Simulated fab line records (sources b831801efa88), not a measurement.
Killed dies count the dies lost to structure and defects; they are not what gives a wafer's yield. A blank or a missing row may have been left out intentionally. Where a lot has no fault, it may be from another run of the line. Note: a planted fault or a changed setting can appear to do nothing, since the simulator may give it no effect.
Which tool is to blame? || flow gf180mcu || at 1 step of a route of 602, 7 lots with 21 wafers sampled

WHAT EACH GAUGE READ, for each wafer
GF_NWELL_OVL_MEAS_07.
{"lot": "L978", "measured": "day 3 11:49", "on": "overlay-02", "NWELL_OVL (nm)": "-0.2 -0.5 1.1"}
{"lot": "L980", "measured": "day 3 23:49", "on": "overlay-02", "NWELL_OVL (nm)": "0.2 -0.4 0.3"}
{"lot": "L982", "measured": "day 4 12:13", "on": "overlay-02", "NWELL_OVL (nm)": "-0.4 -0.7 -2.0"}
{"lot": "L988", "measured": "day 5 20:28", "on": "overlay-02", "NWELL_OVL (nm)": "-1.5 -1.8 -0.4"}
{"lot": "L990", "measured": "day 6 06:58", "on": "overlay-02", "NWELL_OVL (nm)": "-0.9 -1.2 -1.3"}
{"lot": "L998", "measured": "day 8 03:43", "on": "overlay-01", "NWELL_OVL (nm)": "-0.4 -0.2 1.1"}
{"lot": "L100", "measured": "day 8 14:43", "on": "overlay-02", "NWELL_OVL (nm)": "-1.3 -0.7 -0.2"}

TOOL THAT RAN EACH LOT (tool first, then ch and the chambers of the sampled wafers, then the start)
The record holds no process step before these readings.

THE ANSWER, worked out from the rows above alone
Rule: what is usual is taken from the lots themselves. Put in order of their means at a reading, lots are off if they are a third of the lots or fewer, leave a main group of 4 or more, and stand apart from it by a gap of 3 or more times the standard deviation of the main group's means; of several such gaps the widest counts. The tables above print the reading to a certain number of digits; a main group whose means all agree to those digits is not used. Also off: a lot with no number at a reading for which 4 or more lots have one. Where the step has rows for the other lots, those lots are counted as sound.
Nothing can be told from this: no lot is off at any reading shown.

WHAT THE SIMULATOR HAD PUT IN
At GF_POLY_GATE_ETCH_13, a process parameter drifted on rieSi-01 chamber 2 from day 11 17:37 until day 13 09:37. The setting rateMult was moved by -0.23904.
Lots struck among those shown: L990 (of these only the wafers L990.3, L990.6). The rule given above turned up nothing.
